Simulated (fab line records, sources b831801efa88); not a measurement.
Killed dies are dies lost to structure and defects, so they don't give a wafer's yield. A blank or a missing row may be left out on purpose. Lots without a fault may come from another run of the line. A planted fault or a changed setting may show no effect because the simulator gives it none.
fab line records | flow sky130
record lots=12 wafers=36 last_day=49
route steps=708 shown GATE_OXIDE@197 POLY_GATE@231 LDD_P@262 LDD_HVN@275
lots that met no fault: from a run of the same line without faults
start_h: hours from the record's first day to the start of the lot's first wafer shown | wait_h: hours since the lot's step before | " the same as in the row above | L1.1+2: a row that stands for several wafers | - no value, or no start given | * or withheld: withheld | < > ~ a bound
route shown NAME@n: a module of which the file shows steps, and the number in the route of the first | usual: mean/standard deviation of fault-free wafers | same: alike in all rows | chamber/n: place in a boat | sites: the reading at each site | _std_site: their standard deviation | _edge_site: outer sites' mean less inner sites' | radius_mm: how far each site lies from the wafer's centre | mask NAME#n: copy n | behind: the tool/chamber that last shaped the wafer | hold: why the lot was held/for how many hours/how that ended | device: the transistor (n, p or np) that didn't switch | end of line: the same wafers' tests at the end of the route | a step without rows: its recipe alone | killed: dies lost to structure and defects at the first sort, not the wafer's yield | map: a wafer's dies, x killed, . not, _ none there
set.NAME: the setting as run; set.NAME@STEP: as run at that earlier step | model.NAME: the simulator's own value behind a step, which no gauge read
steps of the route over a sample of lots; a table a step, a row a wafer
services: from which hour (start_h, from the record's first day; less than 0 if before it) a tool's chamber was out of use, for how many hours, and why
## steps
# step SKY_GATE_OXIDE_OVL_MEAS_10
# usual GATE_OXIDE_OVL=-0.6/1.3
# columns lot.wafer tool chamber start_h wait_h GATE_OXIDE_OVL[nm]
L749.2 overlay-01 - 333.09 0.1 -0.6
L749.3 " - " " -0.2
L749.4 " - " " 0.5
L752.1 overlay-01 - 346.88 0.1 -0.7
L752.2 " - " " -1.5
L752.3 " - " " -1.5
L753.1 overlay-01 - 360.23 0.1 -2.8
L753.4 " - " " -2.1
L753.5 " - " " -1.5
L755.3 overlay-01 - 375.34 0.1 1.9
L755.4 " - " " -0.9
L755.6 " - " " 0.7
L756.1 overlay-02 - 379.77 0.1 0.9
L756.4 " - " " 1.0
L756.6 " - " " -0.3
L757.1 overlay-01 - 387.38 0.1 1.3
L757.2 " - " " 2.8
L757.6 " - " " 1.5
L758.1 overlay-01 - 404.17 0.1 -1.1
L758.2 " - " " -2.4
L758.6 " - " " -1.7
L760.2 overlay-02 - 423.56 0.1 -1.5
L760.3 " - " " -1.0
L760.5 " - " " 0.0
L761.4 overlay-01 - 435.90 0.1 -1.3
L761.5 " - " " 0.3
L761.6 " - " " 0.4
L762.1 overlay-02 - 443.23 0.1 -0.9
L762.4 " - " " -0.7
L762.5 " - " " -0.5
L764.1 overlay-02 - 455.98 0.1 -2.6
L764.5 " - " " -0.3
L764.6 " - " " -2.5
L765.3 overlay-01 - 463.89 0.1 -1.0
L765.4 " - " " -0.8
L765.5 " - " " 0.1
# step SKY_POLY_GATE_ETCH_17
# recipe target_depth_nm=180 stop_on=SiO2 over_etch_frac=0.56667 chemistry=HBr/Cl2 target=poly-Si icp_w=400 bias_w=100 pressure_mtorr=10 HBr_flow_sccm=150 Cl2_flow_sccm=50 time_s=70.5
# usual drypump_motor_current_A=5.9/0.35 mfc_cl2_sccm=50.02/0.17 oes_product_au=0.984/0.0082 throttle_valve_pct=33.683/0.0097
# columns lot.wafer tool chamber start_h wait_h drypump_motor_current_A mfc_cl2_sccm oes_product_au rf_hours_counter_h throttle_valve_pct
L749.2 rie_si-01 3 397.97 0.0 6.3 49.96 0.996 24 33.671
L749.3 " 2 " " 5.8 50.36 0.993 1 33.705
L749.4 " 1 " " 5.0 49.97 0.984 4 33.681
L752.1 rie_si-02 0 411.63 0.0 6.2 49.90 0.993 15 33.696
L752.2 " 3 " " 5.9 50.26 0.988 3 33.672
L752.3 " 1 " " 5.7 49.82 0.988 30 33.686
L753.1 rie_si-01 0 426.72 0.0 5.9 49.98 0.989 19 33.667
L753.4 " 3 " " 6.4 49.85 0.997 24 33.694
L753.5 " 0 " " 5.9 49.93 0.990 - 33.693
L755.3 rie_si-02 0 444.22 0.0 6.3 50.28 0.981 16 33.698
L755.4 " 2 " " 5.9 50.32 0.980 7 33.680
L755.6 " 2 " " 5.9 50.24 0.989 - 33.679
L756.1 rie_si-02 1 449.63 0.0 5.7 50.09 0.968 30 33.668
L756.4 " 2 " " 5.9 50.18 0.981 7 33.676
L756.6 " 2 " " 5.9 50.29 0.976 - 33.684
L757.1 rie_si-02 2 457.92 0.0 5.9 49.83 0.985 7 33.663
L757.2 " 3 " " 5.9 50.21 0.986 4 33.685
L757.6 " 0 " " 6.3 49.82 0.975 - 33.693
L758.1 rie_si-02 0 473.44 0.0 6.3 50.05 0.976 16 33.671
L758.2 " 2 " " 5.9 50.13 0.980 7 33.679
L758.6 " 2 " " 5.9 49.96 0.977 - 33.677
L760.2 rie_si-02 1 495.12 0.0 5.7 50.12 0.986 31 33.664
L760.3 " 2 " " 5.9 49.64 0.986 7 33.683
L760.5 " 2 " " 5.9 49.90 0.982 - 33.675
L761.4 rie_si-01 1 507.72 0.0 5.0 50.09 0.982 5 33.680
L761.5 " 3 " " 6.3 50.06 0.990 - 33.687
L761.6 " 2 " " 5.8 50.14 0.992 - 33.680
L762.1 rie_si-02 0 513.39 0.0 6.3 49.98 0.976 16 33.695
L762.4 " 1 " " 5.8 50.10 0.982 31 33.677
L762.5 " 1 " " 5.8 50.52 0.986 - 33.681
L764.1 rie_si-02 3 527.12 0.0 5.9 49.98 0.987 4 33.691
L764.5 " 1 " " 5.7 49.81 0.978 - 33.680
L764.6 " 0 " " 6.3 49.99 0.977 - 33.696
L765.3 rie_si-01 1 533.64 0.0 5.0 49.87 0.979 5 33.673
L765.4 " 3 " " 6.3 50.17 0.987 24 33.669
L765.5 " 0 " " 5.9 49.92 0.998 - 33.681
# step SKY_LDD_P_CD_MEAS_07
# recipe target_cd_nm=380
# usual cd_nm=379.8/2.8
# columns lot.wafer tool chamber start_h wait_h cd_nm
L749.2 cd_sem-01 - 464.75 0.1 382.5
L749.3 " - " " 376.7
L749.4 " - " " 380.2
L752.1 cd_sem-02 - 480.18 0.1 375.7
L752.2 " - " " 379.4
L752.3 " - " " 377.1
L753.1 cd_sem-02 - 494.43 0.1 378.8
L753.4 " - " " 379.5
L753.5 " - " " 383.7
L755.3 cd_sem-02 - 513.76 0.1 384.5
L755.4 " - " " 381.6
L755.6 " - " " 383.0
L756.1 cd_sem-01 - 518.06 0.1 381.0
L756.4 " - " " 380.4
L756.6 " - " " 382.3
L757.1 cd_sem-02 - 524.88 0.1 376.8
L757.2 " - " " 377.2
L757.6 " - " " 377.8
L758.1 cd_sem-02 - 539.61 0.1 376.9
L758.2 " - " " 376.4
L758.6 " - " " 376.8
L760.2 cd_sem-02 - 559.69 0.1 379.4
L760.3 " - " " 381.1
L760.5 " - " " 380.4
L761.4 cd_sem-02 - 573.40 0.2 384.4
L761.5 " - " " 380.2
L761.6 " - " " 378.2
L762.1 cd_sem-01 - 577.13 0.1 384.0
L762.4 " - " " 383.6
L762.5 " - " " 380.6
L764.1 cd_sem-01 - 589.82 0.1 383.6
L764.5 " - " " 384.1
L764.6 " - " " 384.3
L765.3 cd_sem-02 - 596.80 0.1 378.8
L765.4 " - " " 380.0
L765.5 " - " " 378.4
# step SKY_LDD_HVN_IMPLANT_08
# recipe species=P energy_kev=60 dose_cm2=3e+13 tilt_deg=40
# usual beam_energy_keV=60.004/0.02
# columns lot.wafer tool chamber start_h wait_h beam_energy_keV
L749.2 implanter-03 0 497.48 0.0 59.949
L749.3 " 0 " " 59.973
L749.4 " 0 " " 59.985
L752.1 implanter-02 0 513.11 0.0 59.994
L752.2 " 0 " " 60.004
L752.3 " 0 " " 60.007
L753.1 implanter-04 0 526.44 0.0 60.007
L753.4 " 0 " " 59.996
L753.5 " 0 " " 59.980
L755.3 implanter-03 0 544.91 0.1 60.018
L755.4 " 0 " " 60.039
L755.6 " 0 " " 60.041
L756.1 implanter-04 0 549.07 0.0 60.022
L756.4 " 0 " " 60.001
L756.6 " 0 " " 60.006
L757.1 implanter-02 0 556.21 0.0 60.016
L757.2 " 0 " " 60.020
L757.6 " 0 " " 60.007
L758.1 implanter-04 0 569.24 0.0 60.019
L758.2 " 0 " " 60.036
L758.6 " 0 " " 59.990
L760.2 implanter-02 0 589.70 0.0 59.992
L760.3 " 0 " " 60.029
L760.5 " 0 " " 59.984
L761.4 implanter-03 0 603.15 0.1 60.037
L761.5 " 0 " " 59.992
L761.6 " 0 " " 60.016
L762.1 implanter-02 0 606.99 0.0 60.034
L762.4 " 0 " " 60.025
L762.5 " 0 " " 60.003
L764.1 implanter-03 0 619.12 0.0 82.368
L764.5 " 0 " " 82.348
L764.6 " 0 " " 82.370
L765.3 implanter-03 0 626.62 0.1 82.358
L765.4 " 0 " " 82.364
L765.5 " 0 " " 82.353
# step SKY_LDD_HVN_TW_MEAS_10
# usual LDD_HVN_TW=1433/19
# columns lot.wafer tool chamber start_h wait_h hold LDD_HVN_TW
L749.2 film_metro-03 - 497.72 0.1 - 1409
L749.3 " - " " - 1410
L749.4 " - " " - 1415
L752.1 film_metro-02 - 513.36 0.1 - 1452
L752.2 " - " " - 1450
L752.3 " - " " - 1458
L753.1 film_metro-02 - 526.69 0.1 - 1455
L753.4 " - " " - 1460
L753.5 " - " " - 1452
L755.3 film_metro-01 - 545.13 0.1 - 1435
L755.4 " - " " - 1427
L755.6 " - " " - 1424
L756.1 film_metro-02 - 549.32 0.1 - 1457
L756.4 " - " " - 1451
L756.6 " - " " - 1451
L757.1 film_metro-01 - 556.46 0.1 - 1427
L757.2 " - " " - 1436
L757.6 " - " " - 1433
L758.1 film_metro-01 - 569.49 0.1 - 1438
L758.2 " - " " - 1436
L758.6 " - " " - 1433
L760.2 film_metro-03 - 589.93 0.1 - 1420
L760.3 " - " " - 1417
L760.5 " - " " - 1418
L761.4 film_metro-03 - 603.35 0.1 - 1413
L761.5 " - " " - 1421
L761.6 " - " " - 1418
L762.1 film_metro-03 - 607.24 0.1 - 1419
L762.4 " - " " - 1417
L762.5 " - " " - 1413
L764.1 film_metro-03 - 619.37 0.1 await_dispo/0.2h/release 1526
L764.5 " - " " await_dispo/0.2h/release 1522
L764.6 " - " " await_dispo/0.2h/release 1527
L764.1 film_metro-03 - 619.60 0.2 - 1536
L764.5 " - " " - 1529
L764.6 " - " " - 1537
L765.3 film_metro-03 - 626.84 0.1 await_dispo/0.2h/release 1529
L765.4 " - " " await_dispo/0.2h/release 1528
L765.5 " - " " await_dispo/0.2h/release 1522
L765.3 film_metro-03 - 627.07 0.2 - 1532
L765.4 " - " " - 1530
L765.5 " - " " - 1528
## services
# columns tool chamber start_h hours kind
implanter-03 - 384.40 1.7 repair
implanter-04 - 386.70 1.0 repair
implanter-02 - 410.45 4.0 repair
implanter-03 - 420.07 3.5 pm
implanter-03 - 426.73 5.6 repair
rie_si-02 2 432.82 2.2 repair
implanter-02 - 472.63 2.4 repair
implanter-03 - 477.69 0.7 repair
rie_si-01 - 486.16 0.9 repair
implanter-02 - 492.72 16.0 pm
implanter-04 - 527.80 0.9 repair
implanter-04 - 530.71 0.7 repair
rie_si-01 - 539.16 0.2 repair
implanter-02 - 542.89 0.8 repair
implanter-02 - 550.83 1.0 repair
implanter-04 - 559.85 2.7 repair
rie_si-01 2 586.30 38.4 repair
implanter-02 - 587.46 0.9 repair
rie_si-02 3 606.51 6.8 repair
rie_si-02 1 615.00 4.5 repair
rie_si-02 1 619.54 - clean
rie_si-02 1 619.54 23.8 scheduled_down
rie_si-02 1 619.54 23.8 vent_cycle
## key
first_sign step=SKY_LDD_HVN_IMPLANT_08 reading=beam_energy_keV direction=up sigmas=99+ usual=* struck=*
effect step=SKY_LDD_HVN_TW_MEAS_10 reading=visit direction=added
met_at SKY_LDD_HVN_IMPLANT_08
struck_lots L764,L765
tester_left_out L764,L765
not_acting_at SKY_GATE_OXIDE_OVL_MEAS_10,SKY_POLY_GATE_ETCH_17,SKY_LDD_P_CD_MEAS_07
onset_between 603.15 619.12
fault kind=process_parameter_drift tool=implanter-03 chamber=- onset_h=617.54 steps=SKY_LDD_HVN_IMPLANT_08 channel=energy_kev offset=* shape=step end_h=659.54 acts_in=* stated=*
# tester_left_out: of these lots the tester's yield and bins aren't shown, on N5 and GAA mostly nor the transistor test; their killed dies are dies lost to structure and defects alone, not to doping, threshold or leakage, so they don't give the yield
